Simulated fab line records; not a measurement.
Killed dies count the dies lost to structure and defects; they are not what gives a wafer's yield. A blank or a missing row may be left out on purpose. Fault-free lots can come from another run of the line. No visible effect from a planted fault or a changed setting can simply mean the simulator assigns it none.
Which tool was responsible? | flow sfq-line | 45 wafers from 15 lots sampled at 5 of the route's 325 steps

## WHAT THE GAUGES SHOWED, per wafer
SFQ_M4_OVL_MEAS_926. Usual: M4_OVL typically reads -2 nm, with standard deviation 6.6.
lot  | measured     | on         | M4_OVL (nm)       | flag
L415 | day 36 23:32 | overlay-01 | 2 -1 1            |
L416 | day 37 05:31 | overlay-02 | -4 -6 1           |
L417 | day 37 21:15 | overlay-01 | 2 -1 -1           |
L418 | day 40 23:39 | overlay-01 | -6 -5 -2          |
L419 | day 41 03:15 | overlay-01 | 40 35 41 42 40 43 | OFF
L420 | day 41 05:40 | overlay-01 | 28 19 29 31 22 33 | OFF
L421 | day 41 15:15 | overlay-02 | 44 41 54 47 44 57 | OFF
L424 | day 45 05:37 | overlay-01 | -5 2 -8           |
L427 | day 45 12:49 | overlay-01 | -1 6 -2           |
L430 | day 45 18:49 | overlay-02 | -10 -8 -18        |
L434 | day 46 04:26 | overlay-02 | 6 5 3             |
L435 | day 46 05:37 | overlay-01 | 0 0 2             |
L436 | day 46 08:01 | overlay-01 | 2 5 4             |
L437 | day 46 12:50 | overlay-01 | 7 -2 7            |
L438 | day 46 14:01 | overlay-02 | -9 5 -1           |

## EACH LOT AND THE TOOL THAT RAN IT (in order: tool; ch and the chambers of the sampled wafers; start)
lot  | SFQ_TRILAYER_L0_ETCH_METAL_ETCH_008 | SFQ_TRILAYER_M0_BARC_OPEN_METAL_ETCH_031 | SFQ_TRILAYER_I2_VIA_STRIP_STRIP_071 | SFQ_TRILAYER_M4_LITHO_EXPOSE_094
L415 | rie-metal-01 ch 0,1, day 2 13:54    | rie-metal-01 ch 0,1, day 6 16:08         | rie-metal-03 ch 0,1, day 23 13:02   | krf-scanner-02 ch 0, day 36 22:13
L416 | rie-metal-02 ch 1, day 2 15:06      | rie-metal-01 ch 0,1, day 6 19:44         | rie-metal-04 ch 0,1, day 24 00:50   | krf-scanner-02 ch 0, day 37 04:01
L417 | rie-metal-04 ch 0,1, day 2 19:42    | rie-metal-03 ch 0,1, day 7 03:02         | rie-metal-02 ch 0,1, day 24 12:50   | krf-scanner-01 ch 0, day 37 19:45
L418 | rie-metal-04 ch 0,1, day 3 08:07    | rie-metal-03 ch 0,1, day 7 13:50         | rie-metal-03 ch 0,1, day 25 23:35   | krf-scanner-01 ch 0, day 40 22:09
L419 | rie-metal-04 ch 0, day 3 14:12      | rie-metal-01 ch 0,1, day 7 20:35         | rie-metal-04 ch 1, day 26 03:23     | krf-scanner-01 ch 0, day 41 01:57
L420 | rie-metal-04 ch 0, day 3 19:01      | rie-metal-03 ch 0,1, day 8 02:36         | rie-metal-03 ch 0,1, day 26 04:35   | krf-scanner-01 ch 0, day 41 04:33
L421 | rie-metal-01 ch 0,1, day 3 22:31    | rie-metal-04 ch 0,1, day 8 03:47         | rie-metal-04 ch 1, day 26 07:59     | krf-scanner-01 ch 0, day 41 13:45
L424 | rie-metal-04 ch 0,1, day 4 14:52    | rie-metal-04 ch 0,1, day 8 17:59         | rie-metal-02 ch 0, day 32 00:20     | krf-scanner-02 ch 0, day 45 04:07
L427 | rie-metal-01 ch 0,1, day 5 05:16    | rie-metal-04 ch 0,1, day 9 11:59         | rie-metal-04 ch 0,1, day 32 06:20   | krf-scanner-02 ch 0, day 45 11:31
L430 | rie-metal-02 ch 0, day 5 17:16      | rie-metal-04 ch 0, day 10 03:35          | rie-metal-02 ch 0,1, day 32 15:56   | krf-scanner-02 ch 0, day 45 17:19
L434 | rie-metal-01 ch 0,1, day 6 13:44    | rie-metal-03 ch 0,1, day 11 03:46        | rie-metal-04 ch 0,1, day 32 23:20   | krf-scanner-02 ch 0, day 46 03:19
L435 | rie-metal-04 ch 0,1, day 6 19:44    | rie-metal-03 ch 0,1, day 11 14:23        | rie-metal-03 ch 0,1, day 33 00:20   | krf-scanner-02 ch 0, day 46 04:07
L436 | rie-metal-01 ch 0,1, day 7 00:32    | rie-metal-03 ch 0,1, day 11 17:59        | rie-metal-03 ch 0,1, day 33 05:08   | krf-scanner-02 ch 0, day 46 06:31
L437 | rie-metal-02 ch 0,1, day 7 06:32    | rie-metal-03 ch 0,1, day 11 22:48        | rie-metal-03 ch 0,1, day 33 10:08   | krf-scanner-02 ch 0, day 46 11:43
L438 | rie-metal-02 ch 0,1, day 7 08:56    | rie-metal-01 ch 0,1, day 12 02:23        | rie-metal-04 ch 0,1, day 33 12:20   | krf-scanner-02 ch 0, day 46 12:31
- SFQ_TRILAYER_L0_ETCH_METAL_ETCH_008: etches MoNx KI in SF6/O2, stops on SiO2, target depth 50 nm, time 25 s.
- SFQ_TRILAYER_M0_BARC_OPEN_METAL_ETCH_031: etches BARC in O2, target depth 125 nm, time 41.7 s.
- SFQ_TRILAYER_I2_VIA_STRIP_STRIP_071: strips in O2.
- SFQ_TRILAYER_M4_LITHO_EXPOSE_094: exposes mask M4, target cd 500 nm.

## WHAT THE TOOLS THEMSELVES READ (means of the sampled wafers that have a number; where no wafer has one, the mark that the record gives instead)
SFQ_TRILAYER_L0_ETCH_METAL_ETCH_008. Usual: drypump-motor-current-A 5.30 A, standard deviation 0.27; oes-product-au 0.872 a.u., standard deviation 0.007.
lot  | tool         | drypump-motor-current-A (A) | oes-product-au (a.u.) | flag
L415 | rie-metal-01 | 5.36                        | 0.875                 |
L416 | rie-metal-02 | 5.70                        | 0.879                 |
L417 | rie-metal-04 | 5.08                        | 0.864                 |
L418 | rie-metal-04 | 5.09                        | 0.874                 |
L419 | rie-metal-04 | 4.87                        | 0.868                 |
L420 | rie-metal-04 | 4.86                        | 0.865                 |
L421 | rie-metal-01 | 5.37                        | 0.869                 |
L424 | rie-metal-04 | 5.08                        | 0.868                 |
L427 | rie-metal-01 | 5.38                        | 0.877                 |
L430 | rie-metal-02 | 5.49                        | 0.871                 |
L434 | rie-metal-01 | 5.35                        | 0.880                 |
L435 | rie-metal-04 | 5.27                        | 0.878                 |
L436 | rie-metal-01 | 5.36                        | 0.879                 |
L437 | rie-metal-02 | 5.56                        | 0.868                 |
L438 | rie-metal-02 | 5.55                        | 0.870                 |

SFQ_TRILAYER_M0_BARC_OPEN_METAL_ETCH_031. Usual: drypump-motor-current-A 5.4 A, standard deviation 0.5; oes-product-au 0.685 a.u., standard deviation 0.0051.
lot  | tool         | drypump-motor-current-A (A) | oes-product-au (a.u.) | flag
L415 | rie-metal-01 | 5.3                         | 0.687                 |
L416 | rie-metal-01 | 5.4                         | 0.685                 |
L417 | rie-metal-03 | 5.5                         | 0.686                 |
L418 | rie-metal-03 | 6.0                         | 0.687                 |
L419 | rie-metal-01 | 5.4                         | 0.685                 |
L420 | rie-metal-03 | 6.0                         | 0.688                 |
L421 | rie-metal-04 | 5.3                         | 0.684                 |
L424 | rie-metal-04 | 5.1                         | 0.686                 |
L427 | rie-metal-04 | 5.1                         | 0.681                 |
L430 | rie-metal-04 | 4.9                         | 0.688                 |
L434 | rie-metal-03 | 5.5                         | 0.685                 |
L435 | rie-metal-03 | 5.5                         | 0.689                 |
L436 | rie-metal-03 | 6.0                         | 0.686                 |
L437 | rie-metal-03 | 5.5                         | 0.684                 |
L438 | rie-metal-01 | 5.4                         | 0.686                 |

SFQ_TRILAYER_I2_VIA_STRIP_STRIP_071. Usual: drypump-motor-current-A 5.6 A, standard deviation 0.47; oes-product-au 0.997 a.u., standard deviation 0.0073.
lot  | tool         | drypump-motor-current-A (A) | oes-product-au (a.u.) | flag
L415 | rie-metal-03 | 6.0                         | 0.991                 |
L416 | rie-metal-04 | 5.1                         | 0.996                 |
L417 | rie-metal-02 | 5.6                         | 1.003                 |
L418 | rie-metal-03 | 6.0                         | 0.995                 |
L419 | rie-metal-04 | 5.5                         | 0.993                 |
L420 | rie-metal-03 | 6.0                         | 1.000                 |
L421 | rie-metal-04 | 5.5                         | 0.999                 |
L424 | rie-metal-02 | 5.5                         | 0.990                 |
L427 | rie-metal-04 | 5.0                         | 0.998                 |
L430 | rie-metal-02 | 5.6                         | 0.996                 |
L434 | rie-metal-04 | 5.1                         | 0.992                 |
L435 | rie-metal-03 | 6.0                         | 1.002                 |
L436 | rie-metal-03 | 6.0                         | 1.005                 |
L437 | rie-metal-03 | 6.0                         | 1.007                 |
L438 | rie-metal-04 | 5.3                         | 0.996                 |

## THE ANSWER, worked out from the rows above alone
Rule: a lot is off if the mean of its wafers that have a number lies more than 3 standard deviations from the usual mean. Also off: a lot with no number at a reading for which 4 or more lots have one. All remaining lots with rows at the step are treated as sound. The gauges are gone through in route order, then the tools' own readings, and for those a lot's mean is taken as printed above. At the first step where some lot is off, the reading lying furthest off is the one used; lots without a number count as furthest.
Off: at SFQ_M4_OVL_MEAS_926 (M4_OVL), L419, L420, L421.
A tool fits if, at a process step before that reading, it ran every lot that is off, and no sound lot after the first of them. The gauges at SFQ_M4_OVL_MEAS_926 are tried like those tools. One fits: SFQ_TRILAYER_M4_LITHO_EXPOSE_094 on krf-scanner-01. A fault onset in the window from L418 (day 40 22:09, its last sound lot) to L419 (day 41 01:57, its first lot off) fits.

## WHAT THE SIMULATOR PUT IN
Scanner matching overlay: krf-scanner-01, from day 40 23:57 on, at SFQ_TRILAYER_M4_LITHO_EXPOSE_094. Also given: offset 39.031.
Struck lots among those shown: L419, L420, L421. Same finding as the rule above.
